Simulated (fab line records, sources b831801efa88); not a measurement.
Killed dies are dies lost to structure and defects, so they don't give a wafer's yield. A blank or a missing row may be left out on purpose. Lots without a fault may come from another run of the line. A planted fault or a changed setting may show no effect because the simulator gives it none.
Which tool did it? | flow gf180mcu | 13 lots, 39 wafers sampled, at 4 steps of a route of 602

WHAT THE GAUGES READ, wafer by wafer
GF_PASSIVATION_BOW_MEAS_14. Usual: PASSIVATION_BOW 135 um, standard deviation 14.
lot  | measured     | on            | PASSIVATION_BOW (um) | flag
L136 | day 29 02:26 | film_metro-04 | 150 150 148          |
L137 | day 29 19:42 | film_metro-01 | 129 150 136          |
L138 | day 29 20:47 | film_metro-02 | 141 133 133          |
L139 | day 29 23:18 | film_metro-02 | 122 122 134          |
L140 | day 30 13:04 | film_metro-04 | 116 127 127          |
L143 | day 31 06:04 | film_metro-02 | 113 123 119          |
L146 | day 32 00:56 | film_metro-04 | 140 153 135          |
L152 | day 33 12:26 | film_metro-01 | 144 149 130          |
L153 | day 33 17:53 | film_metro-01 | 114 111 107          |
L154 | day 33 19:29 | film_metro-02 | 136 128 127          |
L156 | day 34 09:02 | film_metro-04 | 131 141 130          |
L157 | day 34 12:02 | film_metro-04 | 158 157 152          |
L159 | day 34 20:08 | film_metro-01 | 161 159 149          |

WHICH TOOL RAN EACH LOT (tool, then ch and the chambers of the sampled wafers, then the start)
lot  | GF_M2_SPUTTER_02             | GF_TOP_METAL_SPUTTER_00      | GF_TOP_METAL_SPUTTER_04
L136 | pvd_sputter-03, day 18 07:00 | pvd_sputter-03, day 27 07:30 | pvd_sputter-03, day 27 07:41
L137 | pvd_sputter-03, day 19 04:22 | pvd_sputter-03, day 28 01:38 | pvd_sputter-03, day 28 01:50
L138 | pvd_sputter-03, day 19 05:52 | pvd_sputter-04, day 28 03:47 | pvd_sputter-04, day 28 03:59
L139 | pvd_sputter-04, day 19 10:28 | pvd_sputter-03, day 28 06:09 | pvd_sputter-03, day 28 06:20
L140 | pvd_sputter-04, day 20 03:13 | pvd_sputter-03, day 28 20:28 | pvd_sputter-03, day 28 20:40
L143 | pvd_sputter-03, day 21 02:19 | pvd_sputter-01, day 29 14:11 | pvd_sputter-01, day 29 14:22
L146 | pvd_sputter-04, day 22 02:53 | pvd_sputter-01, day 30 09:43 | pvd_sputter-01, day 30 09:54
L152 | pvd_sputter-04, day 24 01:10 | pvd_sputter-04, day 32 00:54 | pvd_sputter-04, day 32 01:05
L153 | pvd_sputter-04, day 24 11:04 | pvd_sputter-04, day 32 06:48 | pvd_sputter-04, day 32 06:59
L154 | pvd_sputter-03, day 24 14:21 | pvd_sputter-03, day 32 08:35 | pvd_sputter-03, day 32 08:46
L156 | pvd_sputter-03, day 25 05:37 | pvd_sputter-01, day 32 23:10 | pvd_sputter-01, day 32 23:22
L157 | pvd_sputter-04, day 25 15:17 | pvd_sputter-04, day 33 03:25 | pvd_sputter-04, day 33 03:37
L159 | pvd_sputter-03, day 25 22:16 | pvd_sputter-03, day 33 11:08 | pvd_sputter-03, day 33 11:19
- GF_M2_SPUTTER_02: material AlCu, target thk 450 nm, time 23.9 s.
- GF_TOP_METAL_SPUTTER_00: material Ti, target thk 37.5 nm, time 150 s.
- GF_TOP_METAL_SPUTTER_04: material TiN, target thk 25 nm, time 20.8 s.

WHAT THE TOOLS THEMSELVES READ (means of the sampled wafers that have a number; where no wafer has one, the mark that the record gives instead)
GF_M2_SPUTTER_02. Usual: throttle_valve_pct 30.0 %, standard deviation 1.1.
lot  | tool           | throttle_valve_pct (%) | flag
L136 | pvd_sputter-03 | 29.0                   |
L137 | pvd_sputter-03 | 30.0                   |
L138 | pvd_sputter-03 | 29.0                   |
L139 | pvd_sputter-04 | 30.2                   |
L140 | pvd_sputter-04 | 30.0                   |
L143 | pvd_sputter-03 | 29.0                   |
L146 | pvd_sputter-04 | 30.3                   |
L152 | pvd_sputter-04 | 30.8                   |
L153 | pvd_sputter-04 | 31.4                   |
L154 | pvd_sputter-03 | 29.7                   |
L156 | pvd_sputter-03 | 29.6                   |
L157 | pvd_sputter-04 | 30.2                   |
L159 | pvd_sputter-03 | 30.1                   |

GF_TOP_METAL_SPUTTER_00. Usual: throttle_valve_pct 30.1 %, standard deviation 1.1.
lot  | tool           | throttle_valve_pct (%) | flag
L136 | pvd_sputter-03 | 29.7                   |
L137 | pvd_sputter-03 | 30.2                   |
L138 | pvd_sputter-04 | 31.3                   |
L139 | pvd_sputter-03 | 29.8                   |
L140 | pvd_sputter-03 | 29.7                   |
L143 | pvd_sputter-01 | 29.8                   |
L146 | pvd_sputter-01 | 30.4                   |
L152 | pvd_sputter-04 | 30.9                   |
L153 | pvd_sputter-04 | 30.0                   |
L154 | pvd_sputter-03 | 30.3                   |
L156 | pvd_sputter-01 | 30.7                   |
L157 | pvd_sputter-04 | 30.2                   |
L159 | pvd_sputter-03 | 29.8                   |

GF_TOP_METAL_SPUTTER_04. Usual: throttle_valve_pct 30.1 %, standard deviation 1.1.
lot  | tool           | throttle_valve_pct (%) | flag
L136 | pvd_sputter-03 | 29.6                   |
L137 | pvd_sputter-03 | 30.2                   |
L138 | pvd_sputter-04 | 31.4                   |
L139 | pvd_sputter-03 | 29.5                   |
L140 | pvd_sputter-03 | 29.7                   |
L143 | pvd_sputter-01 | 29.7                   |
L146 | pvd_sputter-01 | 30.3                   |
L152 | pvd_sputter-04 | 31.1                   |
L153 | pvd_sputter-04 | 30.1                   |
L154 | pvd_sputter-03 | 30.1                   |
L156 | pvd_sputter-01 | 30.5                   |
L157 | pvd_sputter-04 | 30.0                   |
L159 | pvd_sputter-03 | 29.8                   |

THE ANSWER, worked out from the rows above alone
Rule: a lot is off if the mean of its wafers that have a number lies more than 3 standard deviations from the usual mean. A lot without any number at a reading at which 4 lots or more have one is off too. The other lots that the step has rows for count as sound. The gauges are gone through in route order, then the tools' own readings, and for those a lot's mean is taken as printed above. The first step at which some lot is off is used, and at that step the reading that is off furthest; a lot without a number counts as furthest.
No lot is off at any reading shown: from this, nothing can be told.

WHAT THE SIMULATOR HAD PUT IN
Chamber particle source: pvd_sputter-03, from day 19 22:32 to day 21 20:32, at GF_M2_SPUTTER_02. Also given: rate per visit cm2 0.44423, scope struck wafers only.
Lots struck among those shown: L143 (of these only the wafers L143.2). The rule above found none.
